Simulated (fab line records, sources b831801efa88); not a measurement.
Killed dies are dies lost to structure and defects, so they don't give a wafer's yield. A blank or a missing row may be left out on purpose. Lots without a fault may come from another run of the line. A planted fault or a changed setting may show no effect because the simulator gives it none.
Which tool did it? | flow gf180mcu | 14 lots, 42 wafers sampled, at 3 steps of a route of 602

WHAT THE GAUGES READ, wafer by wafer
GF_M5_CD_MEAS_07: target cd 280 nm.
lot  | measured     | on        | cd_nm (nm)
L539 | day 26 12:58 | cd_sem-01 | 279.8 281.5 280.5
L543 | day 27 21:39 | cd_sem-02 | 277.1 278.1 277.8
L544 | day 28 02:37 | cd_sem-02 | 282.0 281.5 281.7
L550 | day 30 03:00 | cd_sem-02 | 280.1 281.1 280.4
L552 | day 30 11:58 | cd_sem-02 | 281.6 282.2 282.1
L554 | day 30 21:37 | cd_sem-02 | 281.5 281.7 282.5
L555 | day 31 03:13 | cd_sem-02 | 280.8 280.2 281.2
L556 | day 31 11:47 | cd_sem-02 | 281.0 280.1 280.0
L557 | day 31 13:56 | cd_sem-01 | 279.7 279.0 280.6
L558 | day 31 15:22 | cd_sem-02 | 278.5 279.7 280.0
L559 | day 32 02:04 | cd_sem-02 | 277.7 278.0 277.9
L560 | day 32 08:14 | cd_sem-01 | 277.8 279.3 280.5
L561 | day 32 11:28 | cd_sem-01 | 280.0 279.8 279.1
L562 | day 32 17:01 | cd_sem-01 | 282.0 280.8 282.1

WHICH TOOL RAN EACH LOT (tool, then ch and the chambers of the sampled wafers, then the start)
lot  | GF_MIM_CVD_05                   | GF_MIM_SPUTTER_09
L539 | pecvd-03 ch 1,2, day 24 18:28   | pvd_sputter-02, day 24 18:37
L543 | pecvd-03 ch 0,1, day 26 05:08   | pvd_sputter-02, day 26 05:18
L544 | pecvd-03 ch 0,1,2, day 26 10:21 | pvd_sputter-02, day 26 10:31
L550 | pecvd-04 ch 1,2, day 28 12:16   | pvd_sputter-03, day 28 12:26
L552 | pecvd-04 ch 0,1,2, day 28 21:10 | pvd_sputter-03, day 28 21:19
L554 | pecvd-02 ch 0,2, day 29 08:01   | pvd_sputter-02, day 29 08:10
L555 | pecvd-04 ch 1,2, day 29 15:01   | pvd_sputter-03, day 29 15:10
L556 | pecvd-02 ch 0,1,2, day 29 22:55 | pvd_sputter-02, day 29 23:05
L557 | pecvd-03 ch 0,1, day 30 01:15   | pvd_sputter-03, day 30 01:25
L558 | pecvd-04 ch 0,1,2, day 30 03:26 | pvd_sputter-04, day 30 03:35
L559 | pecvd-04 ch 0,1,2, day 30 14:03 | pvd_sputter-02, day 30 14:11
L560 | pecvd-02 ch 1,2, day 30 21:15   | pvd_sputter-03, day 30 21:25
L561 | pecvd-04 ch 0,1,2, day 31 00:36 | pvd_sputter-04, day 31 00:46
L562 | pecvd-03 ch 0,1, day 31 06:59   | pvd_sputter-02, day 31 07:09
- GF_MIM_CVD_05: deposits Si3N4, target thk 42 nm, time 29.086 s.
- GF_MIM_SPUTTER_09: material TiN, target thk 35 nm, time 29.2 s.

WHAT THE TOOLS THEMSELVES READ (means of the sampled wafers that have a number; where no wafer has one, the mark that the record gives instead)
GF_MIM_CVD_05.
lot  | tool     | heater_power_w (W)
L539 | pecvd-03 | 727
L543 | pecvd-03 | 719
L544 | pecvd-03 | 627
L550 | pecvd-04 | 745
L552 | pecvd-04 | 618
L554 | pecvd-02 | 565
L555 | pecvd-04 | 724
L556 | pecvd-02 | 612
L557 | pecvd-03 | 709
L558 | pecvd-04 | 657
L559 | pecvd-04 | 611
L560 | pecvd-02 | 587
L561 | pecvd-04 | 598
L562 | pecvd-03 | 716

GF_MIM_SPUTTER_09.
lot  | tool           | throttle_valve_pct (%)
L539 | pvd_sputter-02 | 28.8
L543 | pvd_sputter-02 | 29.0
L544 | pvd_sputter-02 | 29.2
L550 | pvd_sputter-03 | 31.1
L552 | pvd_sputter-03 | 29.6
L554 | pvd_sputter-02 | 28.8
L555 | pvd_sputter-03 | 30.3
L556 | pvd_sputter-02 | 29.4
L557 | pvd_sputter-03 | 31.1
L558 | pvd_sputter-04 | 29.6
L559 | pvd_sputter-02 | 28.9
L560 | pvd_sputter-03 | 31.0
L561 | pvd_sputter-04 | 29.6
L562 | pvd_sputter-02 | 29.5

THE ANSWER, worked out from the rows above alone
Rule: what is usual is taken from the lots themselves. Put in order of their means at a reading, lots are off if they are a third of the lots or fewer, leave a main group of 4 or more, and stand apart from it by a gap of 3 or more times the standard deviation of the main group's means; of several such gaps the widest counts. A main group whose means are all the same, to the digits that the tables above print for the reading, isn't used. A lot without any number at a reading at which 4 lots or more have one is off too. The other lots that the step has rows for count as sound. The gauges are gone through in route order, then the tools' own readings, and for those a lot's mean is taken as printed above. The first step at which some lot is off is used, and at that step the reading that is off furthest; a lot without a number counts as furthest.
No lot is off at any reading shown: from this, nothing can be told.

WHAT THE SIMULATOR HAD PUT IN
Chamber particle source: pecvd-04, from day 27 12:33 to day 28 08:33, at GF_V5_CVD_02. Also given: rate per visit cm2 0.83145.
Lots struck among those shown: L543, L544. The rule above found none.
